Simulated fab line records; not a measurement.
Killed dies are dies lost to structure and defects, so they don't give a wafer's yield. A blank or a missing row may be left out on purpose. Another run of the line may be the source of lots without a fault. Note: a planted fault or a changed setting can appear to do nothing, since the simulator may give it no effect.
fab line records ; flow gf180mcu
record lots=14; wafers=42; last_day=34
route steps=602 shown HV_LDD@217 V2@406 V3@443 V4@490
lots that met no fault: from a run of the same line without faults
start_h: hours from the record's first day to the start of the lot's first wafer shown ; wait_h: hours from the lot's prior step to this one ; " as in the row above ; L1.1+2: several wafers, shown together as one row ; - either no value or no given start ; * or withheld: withheld ; < > ~ a bound
route shown NAME@n: NAME is a module with steps in the file, n the number in the route of the first one ; usual: mean/standard deviation of fault-free wafers ; same: alike in all rows ; chamber/n: place in a boat ; sites: per-site readings ; _std_site: the values' standard deviation ; _edge_site: mean of outer sites minus mean of inner sites ; radius_mm: for every site, how far away it sits from the centre of the wafer ; mask NAME#n: copy n ; behind: the last tool/chamber to shape the wafer ; hold: reason for holding the lot/hours on hold/outcome of the hold ; device: which transistor (n, p or np) failed to switch ; end of line: at the end of the route, the tests of the same wafers ; a step with no rows: only its recipe ; killed: dies lost to structure and defects at the first sort, not the wafer's yield ; map: a wafer's dies, x killed, . not, _ none there
set.NAME: the setting as run; set.NAME@STEP: as run at that earlier step ; model.NAME: the simulator's own value behind a step, which no gauge read
steps of the route over a sample of lots; a table a step, a row a wafer
services: the hour from which a tool's chamber was out of use, counted from the record's first day as start_h (under 0 if before that day), plus the number of hours and why
## steps
# step GF_HV_LDD_COAT_41
# recipe resist=NOVOLAK; spin_rpm=3000; resist_thk_nm=1000
lot.wafer;tool;chamber;start_h;wait_h
L175.1+2+3;litho_track-02;0;262.20;0.1
L176.2+3+5;litho_track-04;0;265.83;0.1
L182.2+3+4;litho_track-04;0;316.53;0.1
L184.1+3+6;litho_track-04;0;332.15;0.1
L185.1+3+4;litho_track-02;0;337.95;0.1
L189.2+4+5;litho_track-02;0;374.63;0.1
L190.1+3+6;litho_track-02;0;379.35;0.1
L191.2+3+5;litho_track-02;0;389.88;0.1
L192.1+4+5;litho_track-01;0;397.75;0.1
L193.1+2+3;litho_track-02;0;404.95;0.1
L194.2+4+5;litho_track-04;0;413.63;0.1
L196.1+3+6;litho_track-04;0;431.65;0.1
L197.1+4+6;litho_track-04;0;436.05;0.1
L198.4+5+6;litho_track-04;0;444.28;0.1
# step GF_HV_LDD_STRIP_49
# recipe chemistry=O2/N2; power_w=1400; pressure_mtorr=1500; platen_temp_c=250; o2_flow_sccm=3000; n2_flow_sccm=300; overash_fraction=0.5
# usual drypump_motor_current_A=6.0/0.4; heater_power_w=330/25; oes_product_au=0.716/0.0046; strip_time_to_endpoint_s=12.63/0.035
# same overash_fraction=0.5
lot.wafer;tool;chamber;start_h;wait_h;drypump_motor_current_A;heater_power_w;oes_product_au;rf_hours_counter_h;strip_time_to_endpoint_s
L175.1;plasma_asher-03;1;272.76;0.1;5.9;333;0.714;59;12.63
L175.2;plasma_asher-03;0;272.76;0.1;6.5;310;0.718;59;12.62
L175.3;plasma_asher-03;1;272.76;0.1;5.9;342;0.714;-;12.63
L176.2;plasma_asher-03;0;276.71;0.1;6.5;309;0.713;60;12.60
L176.3;plasma_asher-03;1;276.71;0.1;5.9;330;0.715;-;12.62
L176.5;plasma_asher-03;0;276.71;0.1;6.5;308;0.724;-;12.60
L182.2;plasma_asher-03;1;327.35;0.1;5.9;332;0.712;65;12.13
L182.3;plasma_asher-03;0;327.35;0.1;6.5;311;0.710;-;12.18
L182.4;plasma_asher-03;1;327.35;0.1;5.9;339;0.714;-;12.15
L184.1;plasma_asher-01;0;343.65;0.1;6.3;371;0.720;73;12.17
L184.3;plasma_asher-01;1;343.65;0.1;5.4;307;0.724;-;12.11
L184.6;plasma_asher-01;1;343.65;0.1;5.4;312;0.712;-;12.15
L185.1;plasma_asher-02;0;348.91;0.1;5.4;292;0.718;25;12.64
L185.3;plasma_asher-02;0;348.91;0.1;5.4;302;0.717;-;12.64
L185.4;plasma_asher-02;1;348.91;0.1;5.9;376;0.718;-;12.62
L189.2;plasma_asher-02;0;386.66;0.1;5.4;298;0.716;29;12.65
L189.4;plasma_asher-02;1;386.66;0.1;5.8;382;0.717;-;12.63
L189.5;plasma_asher-02;0;386.66;0.1;5.4;299;0.716;-;12.70
L190.1;plasma_asher-03;0;391.46;0.1;6.5;316;0.711;70;12.65
L190.3;plasma_asher-03;1;391.46;0.1;5.9;338;0.715;-;12.61
L190.6;plasma_asher-03;1;391.46;0.1;5.9;339;0.716;-;12.66
L191.2;plasma_asher-03;1;401.15;0.1;5.9;341;0.709;72;12.70
L191.3;plasma_asher-03;1;401.15;0.1;5.9;338;0.716;-;12.67
L191.5;plasma_asher-03;1;401.15;0.1;5.9;339;0.708;-;12.67
L192.1;plasma_asher-02;1;409.26;0.1;5.8;375;0.704;32;12.64
L192.4;plasma_asher-02;0;409.26;0.1;5.4;288;0.717;-;12.62
L192.5;plasma_asher-02;0;409.26;0.1;5.4;296;0.718;-;12.62
L193.1;plasma_asher-03;1;417.55;0.1;5.9;336;0.714;73;12.57
L193.2;plasma_asher-03;0;417.55;0.1;6.5;320;0.716;73;12.63
L193.3;plasma_asher-03;0;417.55;0.1;6.5;315;0.717;-;12.57
L194.2;plasma_asher-01;1;425.40;0.1;5.4;308;0.711;82;12.59
L194.4;plasma_asher-01;1;425.40;0.1;5.5;314;0.718;-;12.57
L194.5;plasma_asher-01;1;425.40;0.1;5.5;315;0.717;-;12.63
L196.1;plasma_asher-03;1;444.80;0.1;5.9;342;0.711;2;12.58
L196.3;plasma_asher-03;0;444.80;0.1;6.5;317;0.718;-;12.62
L196.6;plasma_asher-03;1;444.80;0.1;5.9;341;0.713;-;12.59
L197.1;plasma_asher-01;1;448.86;0.1;5.5;309;0.708;86;12.63
L197.4;plasma_asher-01;0;448.86;0.1;6.3;366;0.710;-;12.65
L197.6;plasma_asher-01;1;448.86;0.1;5.5;312;0.722;-;12.62
L198.4;plasma_asher-02;0;456.54;0.1;5.4;301;0.720;-;12.67
L198.5;plasma_asher-02;0;456.54;0.1;5.4;297;0.710;-;12.64
L198.6;plasma_asher-02;1;456.54;0.1;5.9;377;0.714;-;12.67
# step GF_V2_RS_MEAS_24
# recipe thk_meas_gauge=four-point-probe; reads=W_of_V2_CVD_23+TiN_of_V2_SPUTTER_22+Ti_of_V2_SPUTTER_21
# usual V2_W_RS=0.330/0.003
lot.wafer;tool;chamber;start_h;wait_h;V2_W_RS[ohm/sq]
L175.1;film_metro-03;-;461.04;0.1;0.327
L175.2;film_metro-03;-;461.04;0.1;0.335
L175.3;film_metro-03;-;461.04;0.1;0.333
L176.2;film_metro-03;-;468.45;0.1;0.332
L176.3;film_metro-03;-;468.45;0.1;0.333
L176.5;film_metro-03;-;468.45;0.1;0.332
L182.2;film_metro-03;-;524.36;0.1;0.327
L182.3;film_metro-03;-;524.36;0.1;0.330
L182.4;film_metro-03;-;524.36;0.1;0.338
L184.1;film_metro-03;-;543.28;0.1;0.330
L184.3;film_metro-03;-;543.28;0.1;0.332
L184.6;film_metro-03;-;543.28;0.1;0.332
L185.1;film_metro-03;-;548.78;0.1;0.332
L185.3;film_metro-03;-;548.78;0.1;0.328
L185.4;film_metro-03;-;548.78;0.1;0.327
L189.2;film_metro-03;-;584.45;0.1;0.325
L189.4;film_metro-03;-;584.45;0.1;0.331
L189.5;film_metro-03;-;584.45;0.1;0.329
L190.1;film_metro-02;-;592.55;0.1;0.327
L190.3;film_metro-02;-;592.55;0.1;0.328
L190.6;film_metro-02;-;592.55;0.1;0.330
L191.2;film_metro-03;-;601.11;0.1;0.329
L191.3;film_metro-03;-;601.11;0.1;0.330
L191.5;film_metro-03;-;601.11;0.1;0.330
L192.1;film_metro-02;-;606.04;0.1;0.332
L192.4;film_metro-02;-;606.04;0.1;0.331
L192.5;film_metro-02;-;606.04;0.1;0.332
L193.1;film_metro-03;-;614.79;0.1;0.332
L193.2;film_metro-03;-;614.79;0.1;0.329
L193.3;film_metro-03;-;614.79;0.1;0.331
L194.2;film_metro-03;-;622.83;0.1;0.332
L194.4;film_metro-03;-;622.83;0.1;0.330
L194.5;film_metro-03;-;622.83;0.1;0.328
L196.1;film_metro-04;-;637.93;0.1;0.330
L196.3;film_metro-04;-;637.93;0.1;0.327
L196.6;film_metro-04;-;637.93;0.1;0.333
L197.1;film_metro-04;-;642.86;0.1;0.325
L197.4;film_metro-04;-;642.86;0.1;0.326
L197.6;film_metro-04;-;642.86;0.1;0.331
L198.4;film_metro-04;-;645.72;0.1;0.329
L198.5;film_metro-04;-;645.72;0.1;0.329
L198.6;film_metro-04;-;645.72;0.1;0.331
# step GF_V3_CD_MEAS_14
# recipe target_cd_nm=260
# usual cd_nm=260.1/1
lot.wafer;tool;chamber;start_h;wait_h;cd_nm
L175.1;cd_sem-01;-;510.60;0.1;260.8
L175.2;cd_sem-01;-;510.60;0.1;261.5
L175.3;cd_sem-01;-;510.60;0.1;259.9
L176.2;cd_sem-02;-;518.57;0.1;260.5
L176.3;cd_sem-02;-;518.57;0.1;260.5
L176.5;cd_sem-02;-;518.57;0.1;259.7
L182.2;cd_sem-02;-;572.79;0.2;260.2
L182.3;cd_sem-02;-;572.79;0.2;260.5
L182.4;cd_sem-02;-;572.79;0.2;260.7
L184.1;cd_sem-02;-;589.90;0.1;257.6
L184.3;cd_sem-02;-;589.90;0.1;259.1
L184.6;cd_sem-02;-;589.90;0.1;259.7
L185.1;cd_sem-01;-;595.60;0.1;260.3
L185.3;cd_sem-01;-;595.60;0.1;260.1
L185.4;cd_sem-01;-;595.60;0.1;261.0
L189.2;cd_sem-02;-;628.17;0.1;259.4
L189.4;cd_sem-02;-;628.17;0.1;258.3
L189.5;cd_sem-02;-;628.17;0.1;259.6
L190.1;cd_sem-01;-;636.30;0.1;261.9
L190.3;cd_sem-01;-;636.30;0.1;260.4
L190.6;cd_sem-01;-;636.30;0.1;260.7
L191.2;cd_sem-02;-;643.37;0.1;260.2
L191.3;cd_sem-02;-;643.37;0.1;260.1
L191.5;cd_sem-02;-;643.37;0.1;259.9
L192.1;cd_sem-02;-;648.10;0.1;259.9
L192.4;cd_sem-02;-;648.10;0.1;259.8
L192.5;cd_sem-02;-;648.10;0.1;260.3
L193.1;cd_sem-01;-;657.65;0.1;258.2
L193.2;cd_sem-01;-;657.65;0.1;258.7
L193.3;cd_sem-01;-;657.65;0.1;258.8
L194.2;cd_sem-02;-;663.67;0.1;261.4
L194.4;cd_sem-02;-;663.67;0.1;261.1
L194.5;cd_sem-02;-;663.67;0.1;260.8
L196.1;cd_sem-02;-;678.74;0.1;261.9
L196.3;cd_sem-02;-;678.74;0.1;260.1
L196.6;cd_sem-02;-;678.74;0.1;261.4
L197.1;cd_sem-01;-;683.29;0.1;260.8
L197.4;cd_sem-01;-;683.29;0.1;259.6
L197.6;cd_sem-01;-;683.29;0.1;259.4
L198.4;cd_sem-02;-;686.96;0.1;258.0
L198.5;cd_sem-02;-;686.96;0.1;257.4
L198.6;cd_sem-02;-;686.96;0.1;257.9
# step GF_V4_CD_MEAS_14
# recipe target_cd_nm=260
# usual cd_nm=259.3/1.1
lot.wafer;tool;chamber;start_h;wait_h;cd_nm
L175.1;cd_sem-02;-;559.20;0.1;260.8
L175.2;cd_sem-02;-;559.20;0.1;259.8
L175.3;cd_sem-02;-;559.20;0.1;259.6
L176.2;cd_sem-01;-;568.47;0.1;258.3
L176.3;cd_sem-01;-;568.47;0.1;258.4
L176.5;cd_sem-01;-;568.47;0.1;257.9
L182.2;cd_sem-02;-;618.72;0.1;259.9
L182.3;cd_sem-02;-;618.72;0.1;259.7
L182.4;cd_sem-02;-;618.72;0.1;259.2
L184.1;cd_sem-02;-;634.10;0.1;261.1
L184.3;cd_sem-02;-;634.10;0.1;260.8
L184.6;cd_sem-02;-;634.10;0.1;259.6
L185.1;cd_sem-02;-;639.60;0.1;257.4
L185.3;cd_sem-02;-;639.60;0.1;259.3
L185.4;cd_sem-02;-;639.60;0.1;257.5
L189.2;cd_sem-01;-;670.62;0.1;259.0
L189.4;cd_sem-01;-;670.62;0.1;259.4
L189.5;cd_sem-01;-;670.62;0.1;260.1
L190.1;cd_sem-01;-;678.03;0.3;257.4
L190.3;cd_sem-01;-;678.03;0.3;258.0
L190.6;cd_sem-01;-;678.03;0.3;257.4
L191.2;cd_sem-02;-;685.27;0.1;258.3
L191.3;cd_sem-02;-;685.27;0.1;259.1
L191.5;cd_sem-02;-;685.27;0.1;258.2
L192.1;cd_sem-01;-;689.50;0.1;259.1
L192.4;cd_sem-01;-;689.50;0.1;259.5
L192.5;cd_sem-01;-;689.50;0.1;258.8
L193.1;cd_sem-02;-;697.50;0.1;258.6
L193.2;cd_sem-02;-;697.50;0.1;257.9
L193.3;cd_sem-02;-;697.50;0.1;257.7
L194.2;cd_sem-02;-;703.87;0.1;261.6
L194.4;cd_sem-02;-;703.87;0.1;261.4
L194.5;cd_sem-02;-;703.87;0.1;260.8
L196.1;cd_sem-02;-;717.54;0.1;259.5
L196.3;cd_sem-02;-;717.54;0.1;259.4
L196.6;cd_sem-02;-;717.54;0.1;257.0
L197.1;cd_sem-02;-;721.85;0.1;258.9
L197.4;cd_sem-02;-;721.85;0.1;261.1
L197.6;cd_sem-02;-;721.85;0.1;259.1
L198.4;cd_sem-01;-;726.00;0.1;260.4
L198.5;cd_sem-01;-;726.00;0.1;259.5
L198.6;cd_sem-01;-;726.00;0.1;259.1
## services
tool;chamber;start_h;hours;kind
plasma_asher-02;-;254.23;2.9;repair
plasma_asher-01;-;283.69;1.5;repair
plasma_asher-01;-;311.04;1.6;repair
plasma_asher-03;-;343.78;6.3;repair
plasma_asher-01;-;345.80;2.8;pm
plasma_asher-02;-;353.37;0.6;repair
plasma_asher-02;-;416.85;37.1;pm
plasma_asher-03;-;421.25;9.0;pm
plasma_asher-03;0;421.25;9.0;vent_cycle
plasma_asher-03;1;421.25;9.0;vent_cycle
plasma_asher-03;0;430.25;-;clean
plasma_asher-03;1;430.25;-;clean
litho_track-01;-;444.48;-;consumable_replace:filter
## key
first_sign step=GF_HV_LDD_STRIP_49; reading=strip_time_to_endpoint_s; direction=down; sigmas=14; usual=*; struck=*
effect none on later readings
met_at GF_HV_LDD_COAT_41
struck_lots L182,L184
tester_left_out L182,L184
not_acting_at GF_V2_RS_MEAS_24,GF_V3_CD_MEAS_14,GF_V4_CD_MEAS_14
onset_between 265.83 316.53
fault kind=process_parameter_drift; tool=litho_track-04; chamber=-; onset_h=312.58; steps=GF_HV_LDD_COAT_41; channel=resist_thk_nm; offset=*; shape=step; end_h=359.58; acts_in=*; stated=*
# tester_left_out: of these lots the tester's yield and bins aren't shown, on N5 and GAA mostly nor the transistor test; their killed dies are dies lost to structure and defects alone, not to doping, threshold or leakage, so they don't give the yield
